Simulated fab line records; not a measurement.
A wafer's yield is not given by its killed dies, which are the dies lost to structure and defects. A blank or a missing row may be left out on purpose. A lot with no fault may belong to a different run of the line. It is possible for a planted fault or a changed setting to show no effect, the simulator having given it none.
Which of the tools did it? -- flow sky130 -- route of 708 steps, sampled at 1 step: 12 lots, 36 wafers

## WHAT EACH GAUGE READ, for each wafer
SKY_NWELL_TW_MEAS_26.
lot,measured,on,NWELL_2_TW
L075,day 5 10:31,film-metro-04,494 493 492
L077,day 5 22:23,film-metro-03,503 506 505
L079,day 6 18:52,film-metro-04,496 492 494
L081,day 7 09:01,film-metro-02,497 494 493
L083,day 7 19:32,film-metro-04,490 491 490
L085,day 8 06:07,film-metro-03,505 503 506
L087,day 8 14:10,film-metro-02,491 487 492
L089,day 9 01:14,film-metro-03,505 502 503
L091,day 9 13:49,film-metro-04,490 492 491
L093,day 10 03:44,film-metro-03,507 508 509
L095,day 10 14:41,film-metro-03,504 506 504
L097,day 11 06:00,film-metro-03,502 505 505

## WHICH TOOL RAN EACH LOT (tool, then ch and the chambers of the sampled wafers, then the start)
The record holds no process step before these readings.

## THE ANSWER, worked out from the rows above alone
Rule: what is usual is taken from the lots themselves. The widest of any qualifying gaps counts: lots, ordered by their means at a reading, are off when they make up no more than a third of the lots, leave a main group of 4 or more, and stand apart from it by 3 or more times the standard deviation of that group's means. Not used: any main group whose means are identical at the precision the tables above print for the reading. A lot without any number at a reading at which 4 lots or more have one is off too. Where the step has rows for the other lots, those lots are counted as sound.
None of the lots is off at any reading shown; this tells nothing.

## WHAT HAD BEEN PUT IN BY THE SIMULATOR
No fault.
